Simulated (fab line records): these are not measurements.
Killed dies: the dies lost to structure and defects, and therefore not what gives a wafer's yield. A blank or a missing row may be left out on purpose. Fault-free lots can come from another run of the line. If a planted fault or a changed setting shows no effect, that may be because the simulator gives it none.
Comparing a struck lot with a sound one    flow sky130    43 steps out of a route of 708
Sound: the wafers L241.1, L241.3, L241.4. Wafers struck: L255.2, L255.3, L255.4. The cause comes at the end.
Per side, at each step with rows, come the tool, then ch with its chambers, and then its first start. Under that, the readings that differ: sound wafers    struck wafers    difference of the means    sigmas: that difference in standard deviations of wafers without a fault.
alike: a reading whose means differ by less than 2 such deviations, as well as words and numbers matching on both sides. not compared: withheld readings; readings where some wafer has no value; bounds like >300 that might hide an equal value; numbers whose values overlap and for which the record gives no deviation.
A row with sigmas, a row that says differs or no value, or rows on one side alone: a step with any of these is where the two part. Numbers that don't overlap but have no deviation are shown without sigmas and don't part them. A reading that every wafer of one side lacks parts them only if that side has two wafers or more.

first, 8 steps without rows for these wafers: SKY_FIELD_ISO_DEHYDRATE_05 (time 60 s); SKY_FIELD_ISO_HMDS_06 (prime time 60 s); SKY_FIELD_ISO_COAT_07 (resist thk 60 nm); SKY_FIELD_ISO_COAT_08 (resist thk 450 nm); SKY_FIELD_ISO_SOFTBAKE_09 (time 90 s); SKY_FIELD_ISO_EXPOSE_10 (exposes mask FOM, target cd 150 nm); SKY_FIELD_ISO_PEB_11; SKY_FIELD_ISO_DEVELOP_12 (develop time 60 s).
SKY_FIELD_ISO_CD_MEAS_13: target cd 150 nm.
  sound on cdSem-02, day 3 07:15; struck on cdSem-01, day 6 08:39
  alike: cdNm
SKY_FIELD_ISO_ETCH_14: etches BARC in N2/H2, stops on SiO2, time 45.9 s, target depth 60 nm.
  sound on rieDiel-03 ch 0,2,3, day 3 07:22; struck on rieDiel-04 ch 0,1,2, day 6 08:45
  alike: drypumpMotorCurrentA, oesProductAu, throttleValvePct
  not compared: rfHoursCounterH
SKY_FIELD_ISO_ETCH_15: etches the open film in CHF3/O2, stops on Si, target depth 180 nm, time 72 s.
  sound on rieDiel-03 ch 0,2,3, day 3 07:25; struck on rieDiel-04 ch 0,1,2, day 6 08:47
  alike: drypumpMotorCurrentA, oesProductAu, throttleValvePct
  not compared: rfHoursCounterH
SKY_FIELD_ISO_STRIP_16: strips in O2/N2.
  sound on plasmaAsher-02 ch 0,1, day 3 07:28; struck on plasmaAsher-02 ch 0,1, day 6 08:51
  alike: drypumpMotorCurrentA, oesProductAu, stripTimeToEndpointS
  not compared: rfHoursCounterH
SKY_FIELD_ISO_ETCH_17: etches Si in HBr/Cl2/O2, target depth 342 nm, time 97.7 s.
  sound on rieSi-02 ch 0,1,2, day 3 07:34; struck on rieSi-02 ch 0,1,3, day 6 08:57
  alike: drypumpMotorCurrentA, mfcCl2Sccm, oesProductAu, throttleValvePct
  not compared: rfHoursCounterH
then, 5 steps without rows for these wafers: SKY_FIELD_ISO_WET_ETCH_18 (etches Si3N4 in H3PO4, target depth 25 nm, time 286 s); SKY_FIELD_ISO_CLEAN_19 (cleans in SC1/SC2, time 150 s); SKY_FIELD_ISO_CLEAN_20 (cleans in dHF, time 20 s); SKY_FIELD_ISO_WET_ETCH_21 (etches SiO2 in dHF, target depth 20 nm, time 400 s); SKY_FIELD_ISO_OXIDATION_22 (stabilise 600 s, purge 300 s, target thk 10 nm).
SKY_FIELD_ISO_THK_MEAS_23:
  sound on filmMetro-01, day 3 11:45; struck on filmMetro-01, day 6 10:38
  alike: FIELD_ISO_OXIDATION_01_THK
then, 1 step without rows for these wafers: SKY_FIELD_ISO_CVD_24 (deposits SiO2, target thk 595 nm, time 99.2 s).
SKY_FIELD_ISO_THK_MEAS_25:
  sound on filmMetro-03, day 3 11:53; struck on filmMetro-03, day 6 10:46
  alike: FIELD_ISO_CVD_24_THK
then, 1 step without rows for these wafers: SKY_FIELD_ISO_ANNEAL_26 (time 1800 s).
SKY_FIELD_ISO_CMP_27: polishes, stops on Si3N4, t overpolish 16 s, target thk 457.8 nm.
  sound on cmp-02 ch 0,1,2, day 3 14:30; struck on cmp-01 ch 0,1,2, day 6 12:25
  alike: motorCurrentA, overpolishRunS, platenRpm, timeToEndpointS
then, 5 steps without rows for these wafers: SKY_FIELD_ISO_WET_ETCH_28 (etches SiO2 in dHF, target depth 23.7 nm, time 47 s); SKY_FIELD_ISO_WET_ETCH_29 (etches Si3N4 in H3PO4, target depth 160 nm, time 1825 s); SKY_FIELD_ISO_WET_ETCH_30 (etches SiO2 in dHF, target depth 25 nm, time 50 s); SKY_NWELL_CLEAN_00 (cleans in SC1/SC2, time 150 s); SKY_NWELL_OXIDATION_01 (stabilise 600 s, purge 300 s, target thk 10 nm).
SKY_NWELL_THK_MEAS_02:
  sound on filmMetro-04, day 3 18:39; struck on filmMetro-01, day 6 16:12
  alike: NWELL_OXIDATION_THK
then, 8 steps without rows for these wafers: SKY_DNWELL_DEHYDRATE_00 (time 60 s); SKY_DNWELL_HMDS_01 (prime time 60 s); SKY_DNWELL_COAT_02 (resist thk 3000 nm); SKY_DNWELL_SOFTBAKE_03; SKY_DNWELL_EXPOSE_04 (exposes mask DNM, target cd 3000 nm); SKY_DNWELL_PEB_05; SKY_DNWELL_DEVELOP_06 (develop time 60 s); SKY_DNWELL_IMPLANT_07.
SKY_DNWELL_STRIP_08: strips in O2/N2.
  sound on plasmaAsher-01 ch 0,1, day 4 11:32; struck on plasmaAsher-01 ch 0,1, day 7 11:24
  alike: drypumpMotorCurrentA, oesProductAu, stripTimeToEndpointS
  not compared: rfHoursCounterH
SKY_DNWELL_TW_MEAS_09:
  sound on filmMetro-03, day 4 11:38; struck on filmMetro-04, day 7 11:31
  alike: DNWELL_TW
then, 3 steps without rows for these wafers: SKY_PWDE_DEHYDRATE_00 (time 60 s); SKY_PWDE_HMDS_01 (prime time 60 s); SKY_PWDE_COAT_02 (resist thk 3000 nm).
-- the record jumps here: 43 days lie between the struck wafers' starts before and after (it left off in module PWDE and takes up again in module PAD_OPEN, whose first step shown is number 708 of the route) --
SKY_PAD_OPEN_PROBE_99:
  sound on prober-02, day 47 08:52; struck on prober-01, day 50 06:49
reading           sound     struck       difference  sigmas
killedAtFrontEnd  17 16 11  53 24 61     +31         +7
killedDies        83 88 90  121 101 112  +24         +3
  alike: killed_at_M0_to_M3, killed_at_M4_up, killedAtContacts, killedAtOther, killedOpen, killedShort

## WHERE THEY PART
Within this record, at SKY_PAD_OPEN_PROBE_99 only.

WHY: what the simulator had put in
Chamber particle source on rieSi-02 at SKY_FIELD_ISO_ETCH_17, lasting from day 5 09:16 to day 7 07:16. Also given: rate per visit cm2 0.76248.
